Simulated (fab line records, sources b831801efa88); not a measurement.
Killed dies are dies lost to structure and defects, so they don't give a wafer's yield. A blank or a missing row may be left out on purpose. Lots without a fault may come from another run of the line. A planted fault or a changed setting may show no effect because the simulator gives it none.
fab line records | flow sky130
record lots=5 wafers=15 last_day=49
route steps=708 shown FIELD_ISO@30 NWELL@32 DNWELL@35 PWDE@45
lots that met no fault: from a run of the same line without faults
start_h: hours from the record's first day to the start of the lot's first wafer shown | wait_h: hours since the lot's step before | " the same as in the row above | L1.1+2: a row that stands for several wafers | - no value, or no start given | * or withheld: withheld | < > ~ a bound
route shown NAME@n: a module of which the file shows steps, and the number in the route of the first | usual: mean/standard deviation of fault-free wafers | same: alike in all rows | chamber/n: place in a boat | sites: the reading at each site | _std_site: their standard deviation | _edge_site: outer sites' mean less inner sites' | radius_mm: how far each site lies from the wafer's centre | mask NAME#n: copy n | behind: the tool/chamber that last shaped the wafer | hold: why the lot was held/for how many hours/how that ended | device: the transistor (n, p or np) that didn't switch | end of line: the same wafers' tests at the end of the route | a step without rows: its recipe alone | killed: dies lost to structure and defects at the first sort, not the wafer's yield | map: a wafer's dies, x killed, . not, _ none there
set.NAME: the setting as run; set.NAME@STEP: as run at that earlier step | model.NAME: the simulator's own value behind a step, which no gauge read
lots at some steps of the route; a table a step, a row a wafer
services: from which hour (start_h, from the record's first day; less than 0 if before it) a tool's chamber was out of use, for how many hours, and why
## steps
# step SKY_FIELD_ISO_WET_ETCH_29
# recipe chemistry=H3PO4 target_depth_nm=160 target=Si3N4 temp_c=160 time_s=1825
# columns lot.wafer tool chamber start_h wait_h
L077.1+4+6 wet_bench-04 0 50.24 0.0
L079.1+2+3 wet_bench-03 3 61.53 0.0
L085.2+3+6 wet_bench-01 1 91.07 0.0
L087.3+4+6 wet_bench-01 1 99.66 0.0
L092.1+3+6 wet_bench-03 3 129.15 0.0
# step SKY_FIELD_ISO_WET_ETCH_30
# recipe chemistry=dHF target_depth_nm=25 target=SiO2 dilution=10:1 temp_c=25 time_s=50
# columns lot.wafer tool chamber start_h wait_h
L077.1+4+6 wet_bench-03 3 50.76 0.0
L079.1+2+3 wet_bench-01 1 62.05 0.0
L085.2+3+6 wet_bench-01 3 91.58 0.0
L087.3+4+6 wet_bench-04 2 100.22 0.0
L092.1+3+6 wet_bench-04 3 129.66 0.0
# step SKY_NWELL_CLEAN_00
# recipe chemistry=SC1/SC2 mix=1:4:20 temp_c=70 time_s=150 dry=n2_spin
# columns lot.wafer tool chamber start_h wait_h
L077.1+4+6 wet_bench-01 1 50.78 0.0
L079.1+2+3 wet_bench-04 0 62.07 0.0
L085.2+3+6 wet_bench-04 1 91.65 0.0
L087.3+4+6 wet_bench-03 2 100.24 0.0
L092.1+3+6 wet_bench-01 2 129.69 0.0
# step SKY_NWELL_OXIDATION_01
# recipe temp_c=900 ambient=O2 stabilise_s=600 purge_s=300 target_thk_a=100 ox_time_s=1418
# usual spike_tc_lower_C=900.1/1
# columns lot.wafer tool chamber start_h wait_h spike_tc_lower_C
L077.1 furnace-01 0 52.68 1.9 901.7
L077.4 " 0 " " 896.9
L077.6 " 0 " " 899.8
L079.1 furnace-01 0 62.58 0.5 898.6
L079.2 " 0 " " 900.0
L079.3 " 0 " " 901.4
L085.2 furnace-01 0 93.19 1.5 900.4
L085.3 " 0 " " 900.1
L085.6 " 0 " " 899.6
L087.3 furnace-01 0 100.30 0.0 900.0
L087.4 " 0 " " 899.3
L087.6 " 0 " " 899.7
L092.1 furnace-02 0 130.36 0.6 899.5
L092.3 " 0 " " 899.4
L092.6 " 0 " " 901.9
# step SKY_NWELL_THK_MEAS_02
# recipe reads=SiO2_of_NWELL_OXIDATION_01
# usual NWELL_OXIDATION_THK=10.06/0.2
# columns lot.wafer tool chamber start_h wait_h NWELL_OXIDATION_THK[nm]
L077.1 film_metro-02 - 54.08 0.0 10.03
L077.4 " - " " 9.82
L077.6 " - " " 9.90
L079.1 film_metro-04 - 63.97 0.0 9.75
L079.2 " - " " 9.70
L079.3 " - " " 9.91
L085.2 film_metro-04 - 94.59 0.0 10.08
L085.3 " - " " 10.21
L085.6 " - " " 10.24
L087.3 film_metro-03 - 101.72 0.0 10.38
L087.4 " - " " 10.08
L087.6 " - " " 10.25
L092.1 film_metro-02 - 131.75 0.0 10.30
L092.3 " - " " 10.16
L092.6 " - " " 10.32
# step SKY_DNWELL_DEHYDRATE_00
# recipe temp_c=200 time_s=60
# columns lot.wafer tool chamber start_h wait_h
L077.1+4+6 litho_track-03 0 60.85 6.8
L079.1+2+3 litho_track-03 0 71.60 7.6
L085.2+3+6 litho_track-03 0 102.67 8.1
L087.3+4+6 litho_track-04 0 110.37 8.6
L092.1+3+6 litho_track-04 0 140.62 8.9
# step SKY_DNWELL_HMDS_01
# recipe prime_time_s=60 prime_temp_c=120
# same prime_time_s=60
# columns lot.wafer tool chamber start_h wait_h
L077.1+4+6 litho_track-03 0 61.00 0.1
L079.1+2+3 litho_track-03 0 71.75 0.1
L085.2+3+6 litho_track-03 0 102.82 0.1
L087.3+4+6 litho_track-04 0 110.52 0.1
L092.1+3+6 litho_track-04 0 140.77 0.1
# step SKY_DNWELL_COAT_02
# recipe spin_rpm=2000 resist_thk_nm=3000
# columns lot.wafer tool chamber start_h wait_h
L077.1+4+6 litho_track-03 0 61.15 0.1
L079.1+2+3 litho_track-03 0 71.90 0.1
L085.2+3+6 litho_track-03 0 102.97 0.1
L087.3+4+6 litho_track-04 0 110.67 0.1
L092.1+3+6 litho_track-04 0 140.92 0.1
# step SKY_DNWELL_SOFTBAKE_03
# recipe temp_c=110 time_s=withheld
# columns lot.wafer tool chamber start_h wait_h
L077.1+4+6 litho_track-03 0 61.30 0.1
L079.1+2+3 litho_track-03 0 72.05 0.1
L085.2+3+6 litho_track-03 0 103.13 0.1
L087.3+4+6 litho_track-04 0 110.83 0.1
L092.1+3+6 litho_track-04 0 141.07 0.1
# step SKY_DNWELL_EXPOSE_04
# recipe mask_id=DNM na=0.57 target_cd_nm=3000 dose_mj=222
# columns lot.wafer tool chamber start_h wait_h mask
L077.1+4+6 iline_stepper-02 0 - - DNM#0
L079.1+2+3 iline_stepper-01 0 - - DNM#0
L085.2+3+6 iline_stepper-02 0 - - DNM#0
L087.3+4+6 iline_stepper-02 0 - - DNM#0
L092.1+3+6 iline_stepper-02 0 - - DNM#0
# step SKY_DNWELL_PEB_05
# recipe temp_c=115 time_s=withheld
# columns lot.wafer tool chamber start_h wait_h
L077.1+4+6 litho_track-03 0 - -
L079.1+2+3 litho_track-04 0 - -
L085.2+3+6 litho_track-01 0 - -
L087.3+4+6 litho_track-04 0 - -
L092.1+3+6 litho_track-04 0 - -
# step SKY_DNWELL_DEVELOP_06
# recipe wall_angle_deg=90 developer=TMAH develop_time_s=60 dev_temp_c=23
# columns lot.wafer tool chamber start_h wait_h
L077.1+4+6 litho_track-03 0 - -
L079.1+2+3 litho_track-04 0 - -
L085.2+3+6 litho_track-01 0 - -
L087.3+4+6 litho_track-04 0 - -
L092.1+3+6 litho_track-04 0 - -
# step SKY_DNWELL_IMPLANT_07
# recipe species=P energy_kev=withheld dose_cm2=withheld tilt_deg=withheld
# columns lot.wafer tool chamber start_h wait_h
L077.1+4+6 implanter-04 0 69.85 -
L079.1+2+3 implanter-01 0 80.32 -
L085.2+3+6 implanter-01 0 112.31 -
L087.3+4+6 implanter-02 0 120.02 -
L092.1+3+6 implanter-02 0 150.92 -
# step SKY_DNWELL_STRIP_08
# recipe chemistry=O2/N2 power_w=1400 pressure_mtorr=1500 platen_temp_c=withheld o2_flow_sccm=3000 n2_flow_sccm=300 overash_fraction=0.5
# usual drypump_motor_current_A=5.8/0.37 oes_product_au=0.722/0.0044 strip_time_to_endpoint_s=36.94/0.09
# columns lot.wafer tool chamber start_h wait_h drypump_motor_current_A oes_product_au rf_hours_counter_h strip_time_to_endpoint_s
L077.1 plasma_asher-03 1 70.00 0.1 6.1 0.725 38 37.00
L077.4 " 0 " " 5.9 0.722 - 37.01
L077.6 " 1 " " 6.1 0.725 - 36.91
L079.1 plasma_asher-03 0 80.47 0.1 6.0 0.717 39 37.00
L079.2 " 1 " " 6.1 0.718 39 37.08
L079.3 " 0 " " 5.9 0.721 - 37.10
L085.2 plasma_asher-03 1 112.43 0.1 6.1 0.718 42 36.92
L085.3 " 1 " " 6.1 0.725 - 36.96
L085.6 " 0 " " 5.9 0.721 - 36.94
L087.3 plasma_asher-01 0 120.15 0.1 6.2 0.733 - 36.73
L087.4 " 1 " " 5.2 0.725 - 36.86
L087.6 " 1 " " 5.1 0.722 - 36.82
L092.1 plasma_asher-04 1 151.07 0.1 5.7 0.720 33 36.84
L092.3 " 1 " " 5.7 0.718 - 36.81
L092.6 " 0 " " 5.3 0.725 - 36.90
# step SKY_DNWELL_TW_MEAS_09
# usual DNWELL_TW=1108/9.3
# columns lot.wafer tool chamber start_h wait_h DNWELL_TW
L077.1 film_metro-04 - 70.10 0.1 1109
L077.4 " - " " 1108
L077.6 " - " " 1112
L079.1 film_metro-03 - 80.57 0.1 1093
L079.2 " - " " 1101
L079.3 " - " " 1098
L085.2 film_metro-02 - 112.54 0.1 1117
L085.3 " - " " 1116
L085.6 " - " " 1118
L087.3 film_metro-02 - 120.24 0.1 1110
L087.4 " - " " 1114
L087.6 " - " " 1113
L092.1 film_metro-02 - 151.17 0.1 1116
L092.3 " - " " 1113
L092.6 " - " " 1126
# step SKY_PWDE_DEHYDRATE_00
# recipe temp_c=200 time_s=60
# columns lot.wafer tool chamber start_h wait_h
L077.1+4+6 litho_track-01 0 77.58 7.5
L079.1+2+3 litho_track-03 0 89.00 8.4
L085.2+3+6 litho_track-01 0 120.96 8.4
L087.3+4+6 litho_track-01 0 129.13 8.9
L092.1+3+6 litho_track-02 0 160.60 9.4
# step SKY_PWDE_HMDS_01
# recipe prime_time_s=60 prime_temp_c=120
# same prime_time_s=60
# columns lot.wafer tool chamber start_h wait_h
L077.1+4+6 litho_track-01 0 77.73 0.1
L079.1+2+3 litho_track-03 0 89.15 0.1
L085.2+3+6 litho_track-01 0 121.11 0.1
L087.3+4+6 litho_track-01 0 129.28 0.1
L092.1+3+6 litho_track-02 0 160.75 0.1
# step SKY_PWDE_COAT_02
# recipe spin_rpm=2000 resist_thk_nm=3000
# columns lot.wafer tool chamber start_h wait_h
L077.1+4+6 litho_track-01 0 77.88 0.1
L079.1+2+3 litho_track-03 0 89.30 0.1
L085.2+3+6 litho_track-01 0 121.26 0.1
L087.3+4+6 litho_track-01 0 129.43 0.1
L092.1+3+6 litho_track-02 0 160.90 0.1
# step SKY_PWDE_SOFTBAKE_03
# recipe temp_c=110 time_s=withheld
# columns lot.wafer tool chamber start_h wait_h
L077.1+4+6 litho_track-01 0 78.03 0.1
L079.1+2+3 litho_track-03 0 89.45 0.1
L085.2+3+6 litho_track-01 0 121.41 0.1
L087.3+4+6 litho_track-01 0 129.60 0.1
L092.1+3+6 litho_track-02 0 161.05 0.1
# step SKY_PWDE_EXPOSE_04
# recipe mask_id=PWDEM na=0.6 source_shape=conventional sigma_outer=0.6 polarization=unpolarized target_cd_nm=840 dose_mj=214
# columns lot.wafer tool chamber start_h wait_h mask
L077.1+4+6 iline_stepper-02 0 - - PWDEM#0
L079.1+2+3 iline_stepper-01 0 - - PWDEM#0
L085.2+3+6 iline_stepper-02 0 - - PWDEM#0
L087.3+4+6 iline_stepper-01 0 - - PWDEM#0
L092.1+3+6 iline_stepper-02 0 - - PWDEM#0
# step SKY_PWDE_PEB_05
# recipe temp_c=115 time_s=withheld
# columns lot.wafer tool chamber start_h wait_h
L077.1+4+6 litho_track-01 0 - -
L079.1+2+3 litho_track-03 0 - -
L085.2+3+6 litho_track-02 0 - -
L087.3+4+6 litho_track-01 0 - -
L092.1+3+6 litho_track-01 0 - -
# step SKY_PWDE_DEVELOP_06
# recipe wall_angle_deg=90 developer=TMAH develop_time_s=60 dev_temp_c=23
# columns lot.wafer tool chamber start_h wait_h
L077.1+4+6 litho_track-01 0 - -
L079.1+2+3 litho_track-03 0 - -
L085.2+3+6 litho_track-02 0 - -
L087.3+4+6 litho_track-01 0 - -
L092.1+3+6 litho_track-01 0 - -
# step SKY_PWDE_OVL_MEAS_07
# usual PWDE_OVL=-0.7/1.2
# columns lot.wafer tool chamber start_h wait_h PWDE_OVL[nm]
L077.1 overlay-02 - 86.68 - -0.7
L077.4 " - " " -1.0
L077.6 " - " " -1.3
L079.1 overlay-01 - 98.00 - -0.6
L079.2 " - " " -0.6
L079.3 " - " " 0.7
L085.2 overlay-02 - 130.66 - -0.2
L085.3 " - " " -0.1
L085.6 " - " " -0.9
L087.3 overlay-02 - 139.09 - -0.9
L087.4 " - " " -0.3
L087.6 " - " " 1.2
L092.1 overlay-02 - 172.03 - 0.1
L092.3 " - " " 0.1
L092.6 " - " " 1.5
# step SKY_PWDE_IMPLANT_08
# recipe species=B energy_kev=150 dose_cm2=3.6e+12 tilt_deg=withheld
# columns lot.wafer tool chamber start_h wait_h
L077.1+4+6 implanter-03 0 86.72 0.0
L079.1+2+3 implanter-04 0 98.03 0.0
L085.2+3+6 implanter-03 0 130.71 0.0
L087.3+4+6 implanter-01 0 139.17 0.1
L092.1+3+6 implanter-03 0 172.07 0.0
# step SKY_PWDE_STRIP_09
# recipe chemistry=O2/N2 power_w=1400 pressure_mtorr=1500 platen_temp_c=withheld o2_flow_sccm=3000 n2_flow_sccm=300 overash_fraction=0.5
# usual drypump_motor_current_A=5.90/0.27 oes_product_au=0.723/0.005 strip_time_to_endpoint_s=36.93/0.11
# columns lot.wafer tool chamber start_h wait_h drypump_motor_current_A oes_product_au rf_hours_counter_h strip_time_to_endpoint_s
L077.1 plasma_asher-03 0 86.87 0.1 5.91 0.722 40 37.20
L077.4 " 0 " " 5.92 0.720 - 37.18
L077.6 " 1 " " 6.07 0.719 - 37.20
L079.1 plasma_asher-03 0 98.18 0.1 5.92 0.727 40 36.93
L079.2 " 1 " " 6.17 0.727 40 37.00
L079.3 " 0 " " 5.93 0.720 - 36.89
L085.2 plasma_asher-02 0 130.84 0.1 5.68 0.716 1 37.04
L085.3 " 1 " " 6.26 0.725 - 36.82
L085.6 " 1 " " 6.28 0.717 - 36.96
L087.3 plasma_asher-04 1 139.30 0.1 5.74 0.724 - 37.01
L087.4 " 0 " " 5.33 0.730 - 36.91
L087.6 " 1 " " 5.72 0.728 - 36.90
L092.1 plasma_asher-03 1 172.22 0.1 6.07 0.726 48 36.81
L092.3 " 0 " " 5.93 0.728 - 36.75
L092.6 " 0 " " 5.88 0.719 - 36.76
# step SKY_PWDE_TW_MEAS_10
# usual PWDE_TW=370.7/2.6
# columns lot.wafer tool chamber start_h wait_h PWDE_TW
L077.1 film_metro-02 - 86.97 0.1 373.1
L077.4 " - " " 372.7
L077.6 " - " " 374.3
L079.1 film_metro-04 - 98.28 0.1 369.0
L079.2 " - " " 368.8
L079.3 " - " " 368.7
L085.2 film_metro-02 - 130.95 0.1 374.1
L085.3 " - " " 371.0
L085.6 " - " " 371.9
L087.3 film_metro-04 - 139.39 0.1 371.6
L087.4 " - " " 370.4
L087.6 " - " " 370.5
L092.1 film_metro-04 - 172.32 0.1 374.3
L092.3 " - " " 371.4
L092.6 " - " " 371.0
# step SKY_NWELL_DEHYDRATE_03
# recipe temp_c=200 time_s=60
# columns lot.wafer tool chamber start_h wait_h
L077.1+4+6 litho_track-04 0 94.42 7.4
L079.1+2+3 litho_track-03 0 106.75 8.5
L085.2+3+6 litho_track-02 0 139.62 8.7
L087.3+4+6 litho_track-04 0 149.02 9.6
L092.1+3+6 litho_track-04 0 182.27 9.9
# step SKY_NWELL_HMDS_04
# recipe prime_time_s=60 prime_temp_c=120
# same prime_time_s=60
# columns lot.wafer tool chamber start_h wait_h
L077.1+4+6 litho_track-04 0 94.57 0.1
L079.1+2+3 litho_track-03 0 106.90 0.1
L085.2+3+6 litho_track-02 0 139.77 0.1
L087.3+4+6 litho_track-04 0 149.17 0.1
L092.1+3+6 litho_track-04 0 182.42 0.1
# step SKY_NWELL_COAT_05
# recipe spin_rpm=2000 resist_thk_nm=3059
# columns lot.wafer tool chamber start_h wait_h
L077.1+4+6 litho_track-04 0 94.72 0.1
L079.1+2+3 litho_track-03 0 107.05 0.1
L085.2+3+6 litho_track-02 0 139.92 0.1
L087.3+4+6 litho_track-04 0 149.32 0.1
L092.1+3+6 litho_track-04 0 182.57 0.1
# step SKY_NWELL_SOFTBAKE_06
# recipe temp_c=110 time_s=withheld
# columns lot.wafer tool chamber start_h wait_h
L077.1+4+6 litho_track-04 0 94.87 0.1
L079.1+2+3 litho_track-03 0 107.20 0.1
L085.2+3+6 litho_track-02 0 140.08 0.1
L087.3+4+6 litho_track-04 0 149.48 0.1
L092.1+3+6 litho_track-04 0 182.72 0.1
# step SKY_NWELL_EXPOSE_07
# recipe mask_id=NWM na=0.6 source_shape=conventional sigma_outer=0.6 polarization=unpolarized target_cd_nm=840 dose_mj=255
# columns lot.wafer tool chamber start_h wait_h mask
L077.1+4+6 iline_stepper-01 0 - - NWM#0
L079.1+2+3 iline_stepper-02 0 - - NWM#0
L085.2+3+6 iline_stepper-02 0 - - NWM#0
L087.3+4+6 iline_stepper-02 0 - - NWM#0
L092.1+3+6 iline_stepper-01 0 - - NWM#0
# step SKY_NWELL_PEB_08
# recipe temp_c=115 time_s=withheld
# columns lot.wafer tool chamber start_h wait_h
L077.1+4+6 litho_track-03 0 - -
L079.1+2+3 litho_track-02 0 - -
L085.2+3+6 litho_track-02 0 - -
L087.3+4+6 litho_track-02 0 - -
L092.1+3+6 litho_track-03 0 - -
# step SKY_NWELL_DEVELOP_09
# recipe wall_angle_deg=90 developer=TMAH develop_time_s=60 dev_temp_c=23
# columns lot.wafer tool chamber start_h wait_h
L077.1+4+6 litho_track-03 0 - -
L079.1+2+3 litho_track-02 0 - -
L085.2+3+6 litho_track-02 0 - -
L087.3+4+6 litho_track-02 0 - -
L092.1+3+6 litho_track-03 0 - -
# step SKY_NWELL_OVL_MEAS_10
# usual NWELL_00_OVL=-0.9/1.5
# columns lot.wafer tool chamber start_h wait_h NWELL_00_OVL[nm]
L077.1 overlay-02 - 104.00 - -1.2
L077.4 " - " " -1.8
L077.6 " - " " -1.1
L079.1 overlay-01 - 116.85 - 1.7
L079.2 " - " " 2.7
L079.3 " - " " 2.6
L085.2 overlay-02 - 150.16 - -1.2
L085.3 " - " " -1.7
L085.6 " - " " -2.0
L087.3 overlay-01 - 159.71 - -1.7
L087.4 " - " " -2.6
L087.6 " - " " -1.3
L092.1 overlay-02 - 193.65 - -3.6
L092.3 " - " " -4.2
L092.6 " - " " -3.1
# step SKY_NWELL_IMPLANT_11
# recipe species=P energy_kev=400 dose_cm2=1.939e+13 tilt_deg=withheld
# columns lot.wafer tool chamber start_h wait_h
L077.1+4+6 implanter-02 0 104.03 0.0
L079.1+2+3 implanter-02 0 116.89 0.0
L085.2+3+6 implanter-01 0 150.21 0.0
L087.3+4+6 implanter-03 0 159.79 0.1
L092.1+3+6 implanter-02 0 193.68 0.0
# step SKY_NWELL_IMPLANT_12
# recipe species=P energy_kev=120 dose_cm2=1.3e+12 tilt_deg=withheld
# columns lot.wafer tool chamber start_h wait_h
L077.1+4+6 implanter-02 0 104.18 0.1
L079.1+2+3 implanter-02 0 117.04 0.1
L085.2+3+6 implanter-01 0 150.36 0.1
L087.3+4+6 implanter-03 0 159.94 0.1
L092.1+3+6 implanter-02 0 193.83 0.1
# step SKY_NWELL_IMPLANT_13
# recipe species=P energy_kev=50 dose_cm2=7e+11 tilt_deg=withheld
# columns lot.wafer tool chamber start_h wait_h
L077.1+4+6 implanter-02 0 104.33 0.1
L079.1+2+3 implanter-02 0 117.19 0.1
L085.2+3+6 implanter-01 0 150.51 0.1
L087.3+4+6 implanter-03 0 160.09 0.1
L092.1+3+6 implanter-02 0 193.98 0.1
# step SKY_NWELL_STRIP_14
# recipe chemistry=O2/N2 power_w=1400 pressure_mtorr=1500 platen_temp_c=withheld o2_flow_sccm=3000 n2_flow_sccm=300 overash_fraction=0.5
# usual drypump_motor_current_A=5.7/0.42 oes_product_au=0.722/0.0045 strip_time_to_endpoint_s=37.60/0.079
# columns lot.wafer tool chamber start_h wait_h drypump_motor_current_A oes_product_au rf_hours_counter_h strip_time_to_endpoint_s
L077.1 plasma_asher-04 1 104.48 0.1 5.7 0.717 28 37.63
L077.4 " 0 " " 5.3 0.722 - 37.54
L077.6 " 0 " " 5.3 0.722 - 37.44
L079.1 plasma_asher-01 0 117.34 0.1 6.3 0.728 43 37.62
L079.2 " 1 " " 5.2 0.718 43 37.62
L079.3 " 0 " " 6.3 0.718 - 37.54
L085.2 plasma_asher-04 0 150.64 0.1 5.3 0.721 33 37.55
L085.3 " 0 " " 5.3 0.724 - 37.51
L085.6 " 0 " " 5.3 0.726 - 37.50
L087.3 plasma_asher-02 1 160.22 0.1 6.2 0.733 - 37.63
L087.4 " 0 " " 5.7 0.722 - 37.66
L087.6 " 0 " " 5.7 0.720 - 37.65
L092.1 plasma_asher-04 0 194.13 0.1 5.3 0.722 38 37.59
L092.3 " 0 " " 5.3 0.728 - 37.52
L092.6 " 1 " " 5.7 0.716 - 37.52
# step SKY_NWELL_TW_MEAS_15
# usual NWELL_TW=1827/12
# columns lot.wafer tool chamber start_h wait_h NWELL_TW
L077.1 film_metro-02 - 104.58 0.1 1830
L077.4 " - " " 1837
L077.6 " - " " 1836
L079.1 film_metro-04 - 117.44 0.1 1812
L079.2 " - " " 1822
L079.3 " - " " 1813
L085.2 film_metro-04 - 150.75 0.1 1820
L085.3 " - " " 1809
L085.6 " - " " 1816
L087.3 film_metro-03 - 160.31 0.1 1790
L087.4 " - " " 1805
L087.6 " - " " 1799
L092.1 film_metro-02 - 194.23 0.1 1839
L092.3 " - " " 1829
L092.6 " - " " 1836
# step SKY_NWELL_DEHYDRATE_16
# recipe temp_c=200 time_s=60
# columns lot.wafer tool chamber start_h wait_h
L077.1+4+6 litho_track-02 0 112.95 8.4
L079.1+2+3 litho_track-04 0 126.27 8.8
L085.2+3+6 litho_track-03 0 160.17 9.4
L087.3+4+6 litho_track-02 0 170.20 9.9
L092.1+3+6 litho_track-03 0 203.80 9.6
# step SKY_NWELL_HMDS_17
# recipe prime_time_s=60 prime_temp_c=120
# same prime_time_s=60
# columns lot.wafer tool chamber start_h wait_h
L077.1+4+6 litho_track-02 0 113.10 0.1
L079.1+2+3 litho_track-04 0 126.42 0.1
L085.2+3+6 litho_track-03 0 160.32 0.1
L087.3+4+6 litho_track-02 0 170.35 0.1
L092.1+3+6 litho_track-03 0 203.95 0.1
# step SKY_NWELL_COAT_18
# recipe spin_rpm=2000 resist_thk_nm=3000
# columns lot.wafer tool chamber start_h wait_h
L077.1+4+6 litho_track-02 0 113.25 0.1
L079.1+2+3 litho_track-04 0 126.57 0.1
L085.2+3+6 litho_track-03 0 160.47 0.1
L087.3+4+6 litho_track-02 0 170.50 0.1
L092.1+3+6 litho_track-03 0 204.10 0.1
# step SKY_NWELL_SOFTBAKE_19
# recipe temp_c=110 time_s=withheld
# columns lot.wafer tool chamber start_h wait_h
L077.1+4+6 litho_track-02 0 113.40 0.1
L079.1+2+3 litho_track-04 0 126.72 0.1
L085.2+3+6 litho_track-03 0 160.63 0.1
L087.3+4+6 litho_track-02 0 170.67 0.1
L092.1+3+6 litho_track-03 0 204.25 0.1
# step SKY_NWELL_EXPOSE_20
# recipe mask_id=NWM_COMPLEMENT na=0.6 source_shape=conventional sigma_outer=0.6 polarization=unpolarized target_cd_nm=840 dose_mj=260
# columns lot.wafer tool chamber start_h wait_h mask
L077.1+4+6 iline_stepper-01 0 - - NWM_COMPLEMENT#0
L079.1+2+3 iline_stepper-02 0 - - NWM_COMPLEMENT#0
L085.2+3+6 iline_stepper-01 0 - - NWM_COMPLEMENT#0
L087.3+4+6 iline_stepper-01 0 - - NWM_COMPLEMENT#0
L092.1+3+6 iline_stepper-01 0 - - NWM_COMPLEMENT#0
# step SKY_NWELL_PEB_21
# recipe temp_c=115 time_s=withheld
# columns lot.wafer tool chamber start_h wait_h
L077.1+4+6 litho_track-02 0 - -
L079.1+2+3 litho_track-03 0 - -
L085.2+3+6 litho_track-04 0 - -
L087.3+4+6 litho_track-03 0 - -
L092.1+3+6 litho_track-03 0 - -
# step SKY_NWELL_DEVELOP_22
# recipe wall_angle_deg=90 developer=TMAH develop_time_s=60 dev_temp_c=23
# columns lot.wafer tool chamber start_h wait_h
L077.1+4+6 litho_track-02 0 - -
L079.1+2+3 litho_track-03 0 - -
L085.2+3+6 litho_track-04 0 - -
L087.3+4+6 litho_track-03 0 - -
L092.1+3+6 litho_track-03 0 - -
# step SKY_NWELL_OVL_MEAS_23
# usual NWELL_01_OVL=-0.2/1.5
# columns lot.wafer tool chamber start_h wait_h NWELL_01_OVL[nm]
L077.1 overlay-01 - 122.75 - -0.4
L077.4 " - " " -0.1
L077.6 " - " " -0.5
L079.1 overlay-02 - 135.60 - -0.8
L079.2 " - " " -0.9
L079.3 " - " " -1.4
L085.2 overlay-01 - 170.82 - 2.2
L085.3 " - " " 3.2
L085.6 " - " " 4.7
L087.3 overlay-02 - 181.36 - 0.8
L087.4 " - " " 0.8
L087.6 " - " " -0.8
L092.1 overlay-02 - 215.55 - -0.7
L092.3 " - " " -0.4
L092.6 " - " " 0.8
# step SKY_NWELL_IMPLANT_24
# recipe species=B energy_kev=140 dose_cm2=9.2e+12 tilt_deg=withheld
# columns lot.wafer tool chamber start_h wait_h
L077.1+4+6 implanter-03 0 122.79 0.0
L079.1+2+3 implanter-03 0 135.63 0.0
L085.2+3+6 implanter-03 0 170.88 0.0
L087.3+4+6 implanter-01 0 181.43 0.1
L092.1+3+6 implanter-02 0 215.58 0.0
# step SKY_NWELL_STRIP_25
# recipe chemistry=O2/N2 power_w=1400 pressure_mtorr=1500 platen_temp_c=withheld o2_flow_sccm=3000 n2_flow_sccm=300 overash_fraction=0.5
# usual drypump_motor_current_A=5.7/0.37 oes_product_au=0.723/0.0044 strip_time_to_endpoint_s=36.93/0.097
# columns lot.wafer tool chamber start_h wait_h drypump_motor_current_A oes_product_au rf_hours_counter_h strip_time_to_endpoint_s
L077.1 plasma_asher-04 0 122.94 0.1 5.3 0.728 30 36.98
L077.4 " 1 " " 5.7 0.730 - 36.88
L077.6 " 1 " " 5.7 0.720 - 36.87
L079.1 plasma_asher-04 1 135.78 0.1 5.7 0.718 32 37.11
L079.2 " 0 " " 5.3 0.720 32 37.09
L079.3 " 1 " " 5.7 0.729 - 36.89
L085.2 plasma_asher-02 0 171.00 0.1 5.7 0.723 5 36.82
L085.3 " 1 " " 6.2 0.722 - 36.86
L085.6 " 0 " " 5.7 0.718 - 36.86
L087.3 plasma_asher-04 0 181.57 0.1 5.3 0.730 - 36.90
L087.4 " 1 " " 5.7 0.728 - 36.92
L087.6 " 0 " " 5.3 0.726 - 36.85
L092.1 plasma_asher-02 1 215.73 0.1 6.2 0.727 10 37.12
L092.3 " 1 " " 6.3 0.712 - 37.05
L092.6 " 0 " " 5.7 0.724 - 36.98
# step SKY_NWELL_TW_MEAS_26
# usual NWELL_2_TW=492/3.9
# columns lot.wafer tool chamber start_h wait_h NWELL_2_TW
L077.1 film_metro-04 - 123.04 0.1 492
L077.4 " - " " 493
L077.6 " - " " 495
L079.1 film_metro-03 - 135.88 0.1 490
L079.2 " - " " 487
L079.3 " - " " 491
L085.2 film_metro-04 - 171.11 0.1 490
L085.3 " - " " 494
L085.6 " - " " 494
L087.3 film_metro-02 - 181.65 0.1 494
L087.4 " - " " 495
L087.6 " - " " 496
L092.1 film_metro-04 - 215.83 0.1 491
L092.3 " - " " 489
L092.6 " - " " 490
# step SKY_NWELL_CLEAN_27
# recipe chemistry=SC1/SC2 mix=1:4:20 temp_c=70 time_s=150 dry=n2_spin
# columns lot.wafer tool chamber start_h wait_h
L077.1+4+6 wet_bench-01 0 123.10 0.1
L079.1+2+3 wet_bench-01 2 135.94 0.1
L085.2+3+6 wet_bench-03 2 171.16 0.0
L087.3+4+6 wet_bench-04 1 181.69 0.0
L092.1+3+6 wet_bench-01 1 215.89 0.1
# step SKY_NWELL_RTA_28
# recipe temp_c=1050 time_s=30 idle_temp_c=650 ramp_up_c_per_s=150 ramp_down_c_per_s=90 ambient=N2
# usual lamp_power_pct=25.31/0.049 wafer_temp_C_max=1054.7/0.92
# columns lot.wafer tool chamber start_h wait_h lamp_power_pct wafer_temp_C_max
L077.1 rtp_anneal-02 0 123.15 0.0 25.34 1055.5
L077.4 " 0 " " 25.32 1054.9
L077.6 " 0 " " 25.37 1054.3
L079.1 rtp_anneal-02 0 135.99 0.0 25.30 1054.8
L079.2 " 0 " " 25.23 1053.9
L079.3 " 0 " " 25.34 1053.5
L085.2 rtp_anneal-02 0 171.23 0.0 25.33 1054.8
L085.3 " 0 " " 25.33 1054.1
L085.6 " 0 " " 25.34 1054.1
L087.3 rtp_anneal-01 0 181.78 0.0 25.33 1055.3
L087.4 " 0 " " 25.35 1055.5
L087.6 " 0 " " 25.24 1054.5
L092.1 rtp_anneal-01 0 215.99 0.0 25.25 1053.8
L092.3 " 0 " " 25.37 1054.5
L092.6 " 0 " " 25.33 1053.7
## services
# columns tool chamber start_h hours kind
plasma_asher-04 - 29.48 5.8 repair
implanter-03 - 30.24 5.6 pm
implanter-02 - 37.06 4.3 pm
plasma_asher-04 - 39.67 1.5 repair
plasma_asher-04 - 57.15 4.2 repair
iline_stepper-01 - 61.49 1.7 pm
implanter-02 - 69.43 24.1 pm
implanter-03 - 88.00 25.4 repair
plasma_asher-03 - 90.22 2.8 pm
implanter-02 - 104.90 2.2 pm
plasma_asher-02 - 108.75 9.0 pm
implanter-01 - 118.86 3.7 pm
iline_stepper-02 - 129.34 1.5 repair
plasma_asher-03 - 135.51 0.8 repair
iline_stepper-01 - 137.42 8.0 repair
implanter-02 - 140.76 1.2 repair
plasma_asher-02 - 143.42 2.8 pm
implanter-01 - 157.12 7.8 repair
iline_stepper-02 - 169.50 21.2 repair
implanter-03 - 185.34 0.8 repair
wet_bench-01 - 188.75 1.7 repair
iline_stepper-02 - 190.67 1.7 pm
implanter-03 - 191.56 2.5 pm
wet_bench-03 - 211.34 6.4 repair
## key
fault none
